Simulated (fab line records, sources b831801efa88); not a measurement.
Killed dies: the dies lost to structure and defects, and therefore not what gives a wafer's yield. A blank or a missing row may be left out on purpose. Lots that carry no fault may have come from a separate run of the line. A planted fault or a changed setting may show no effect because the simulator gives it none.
Comparing a struck lot with a sound one | flow gf180mcu | 41 steps out of a route of 602
Sound: these wafers, L487.1, L487.5, L487.6. Struck: wafer L505.2. (L505.1, L505.5 of the same lot were not struck and are left out.) The cause comes at the end.
Per side, at each step with rows, come the tool, then ch with its chambers, and then its first start. Under that, the readings that differ: sound wafers | struck wafers | difference of the means | sigmas: that difference in standard deviations of wafers without a fault.
alike: readings whose means differ by less than 2 such deviations, and words and numbers that are the same on both sides. not compared: withheld readings, readings that some wafer has no value for, bounds like >300 that may hide the same value, and numbers for which the record gives no deviation and whose values overlap.
A row with sigmas, a row that says differs or no value, or rows on one side alone: a step with any of these is where the two part. Non-overlapping numbers with no deviation appear without sigmas and do not part them. Lack of a reading on every wafer of one side parts them only where that side has two or more wafers.

GF_HV_LDD_CD_MEAS_46 targets a cd of 400 nm.
  sound: cd_sem-02 at day 13 02:26; struck: cd_sem-02 at day 18 20:22
  reading    | sound             | struck | difference | sigmas
  cd_nm (nm) | 402.3 400.5 402.4 | 397.8  | -3.9       | -2
GF_HV_LDD_OVL_MEAS_47:
  sound: overlay-01 at day 13 02:33; struck: overlay-01 at day 18 20:29
  alike: HV_LDD_03_OVL
next, for these wafers, 1 step has no rows: GF_HV_LDD_IMPLANT_48.
GF_HV_LDD_STRIP_49: strips in O2/N2.
  sound on plasma_asher-04 ch 0,1, day 13 02:44; struck on plasma_asher-04 ch 1, day 18 20:41
  alike: drypump_motor_current_A, heater_power_w, oes_product_au, strip_time_to_endpoint_s
  not compared: rf_hours_counter_h
GF_HV_LDD_TW_MEAS_50:
  sound: film_metro-03 at day 13 02:50; struck: film_metro-04 at day 18 20:47
  alike: HV_LDD_4_TW
then, 1 step without rows for these wafers: GF_HV_LDD_CLEAN_51 (cleans in SC1/SC2, time 150 s).
GF_HV_LDD_RTA_52: time 10 s.
  sound on rtp_anneal-02 ch 0, day 13 02:56; struck on rtp_anneal-02 ch 0, day 18 20:53
  alike: chamber_o2_ppm, lamp_power_pct, wafer_temp_C_max
GF_HV_LDD_RS_MEAS_53: uses a four-point probe to measure.
  sound: film_metro-01 at day 13 03:01; struck: film_metro-03 at day 18 20:58
  alike: HV_LDD_RS
then, 1 step without rows for these wafers: GF_HV_LDD_CVD_54 (deposits SiO2 from TEOS, target thk 10 nm, time 75 s).
GF_HV_LDD_THK_MEAS_55:
  sound: film_metro-01 at day 13 04:09; struck: film_metro-03 at day 18 22:06
  reading                | sound          | struck | difference | sigmas
  HV_LDD_CVD_54_THK (nm) | 9.87 9.71 9.78 | 10.19  | +0.40      | +3
then, 1 step without rows for these wafers: GF_HV_LDD_CVD_56 (deposits Si3N4 from DCS/NH3, target thk 90 nm, time 1543 s).
GF_HV_LDD_THK_MEAS_57:
  sound: film_metro-03 at day 13 05:38; struck: film_metro-04 at day 19 00:18
  reading                | sound          | struck | difference | sigmas
  HV_LDD_CVD_56_THK (nm) | 90.5 90.9 90.8 | 88.3   | -2.4       | -3
GF_HV_LDD_ETCHBACK_58: etches Si3N4 in CH3F/O2, stops on SiO2, time 100 s, target depth 90 nm.
  sound on rie_diel-02 ch 1,2,3, day 13 05:42; struck on rie_diel-03 ch 0, day 19 00:22
  reading                                 | sound             | struck | difference | sigmas
  oes_product_au (a.u.)                   | 0.845 0.840 0.841 | 0.828  | -0.014     | -2
  model.SiO2_of_HV_LDD_CVD_54.thk_nm (nm) | 7.31 7.305 7.276  | 8.201  | +0.904     |
  alike: drypump_motor_current_A, throttle_valve_pct
  not compared: rf_hours_counter_h
then, 7 steps without rows for these wafers: GF_NSD_DEHYDRATE_00 (time 60 s); GF_NSD_HMDS_01 (prime time 60 s); GF_NSD_COAT_02 (resist thk 1000 nm); GF_NSD_SOFTBAKE_03 (time 60 s); GF_NSD_EXPOSE_04 (exposes mask Nplus, target cd 400 nm); GF_NSD_PEB_05; GF_NSD_DEVELOP_06 (develop time 60 s).
GF_NSD_CD_MEAS_07 targets a cd of 400 nm.
  sound: cd_sem-02 at day 14 02:37; struck: cd_sem-02 at day 20 02:04
  alike: cd_nm
GF_NSD_OVL_MEAS_08:
  sound: overlay-02 at day 14 02:44; struck: overlay-01 at day 20 02:11
  alike: NSD_OVL
then, 2 steps without rows for these wafers: GF_NSD_IMPLANT_09; GF_NSD_IMPLANT_10.
GF_NSD_STRIP_11: strips in O2/N2.
  sound on plasma_asher-03 ch 0,1, day 14 03:05; struck on plasma_asher-03 ch 1, day 20 02:31
  alike: drypump_motor_current_A, heater_power_w, oes_product_au, strip_time_to_endpoint_s
  not compared: rf_hours_counter_h
GF_NSD_TW_MEAS_12:
  sound: film_metro-01 at day 14 03:11; struck: film_metro-01 at day 20 02:37
  alike: NSD_TW
then, 7 steps without rows for these wafers: GF_PSD_DEHYDRATE_00 (time 60 s); GF_PSD_HMDS_01 (prime time 60 s); GF_PSD_COAT_02 (resist thk 1000 nm); GF_PSD_SOFTBAKE_03 (time 60 s); GF_PSD_EXPOSE_04 (exposes mask Pplus, target cd 400 nm); GF_PSD_PEB_05; GF_PSD_DEVELOP_06 (develop time 60 s).
GF_PSD_CD_MEAS_07 targets a cd of 400 nm.
  sound: cd_sem-01 at day 15 00:34; struck: cd_sem-02 at day 21 02:52
  alike: cd_nm
GF_PSD_OVL_MEAS_08:
  sound: overlay-01 at day 15 00:41; struck: overlay-01 at day 21 02:59
  alike: PSD_OVL
next, for these wafers, 1 step has no rows: GF_PSD_IMPLANT_09.
GF_PSD_STRIP_10: strips in O2/N2.
  sound on plasma_asher-01 ch 0,1, day 15 00:53; struck on plasma_asher-03 ch 1, day 21 03:11
  alike: drypump_motor_current_A, heater_power_w, oes_product_au, strip_time_to_endpoint_s
  not compared: rf_hours_counter_h
GF_PSD_TW_MEAS_11:
  sound: film_metro-02 at day 15 00:59; struck: film_metro-02 at day 21 03:17
  alike: PSD_TW
GF_PSD_CLEAN_12: cleans in SC1/SC2, time 150 s.
  sound on wet_bench-03 ch 3, day 15 01:02; struck on wet_bench-01 ch 0, day 21 03:20
  reading                                 | sound             | struck | difference | sigmas
  model.SiO2_of_HV_LDD_CVD_54.thk_nm (nm) | 6.627 6.621 6.589 | 7.518  | +0.906     |
GF_PSD_RTA_13: time 20 s.
  sound on rtp_anneal-01 ch 0, day 15 01:05; struck on rtp_anneal-02 ch 0, day 21 03:23
  reading            | sound                | struck | difference | sigmas
  lamp_power_pct (%) | 32.9 33.0 33.0       | 32.0   | -1.0       | -2
  wafer_temp_C_max   | 1028.7 1028.8 1027.9 | 1031.9 | +3.4       | +2
  alike: chamber_o2_ppm
-- the record jumps here: 13 days lie between the struck wafers' starts before and after (it left off in module PSD and takes up again in module PASSIVATION, whose first step shown is number 602 of the route) --
GF_PASSIVATION_PROBE_99:
  rows exist in the record for the struck wafers here (prober-02, day 34 11:46), but not for the sound ones

## WHERE THEY PART
Earliest at GF_HV_LDD_CD_MEAS_46; latest, in this record, at GF_PASSIVATION_PROBE_99.

WHY: what the simulator had put in
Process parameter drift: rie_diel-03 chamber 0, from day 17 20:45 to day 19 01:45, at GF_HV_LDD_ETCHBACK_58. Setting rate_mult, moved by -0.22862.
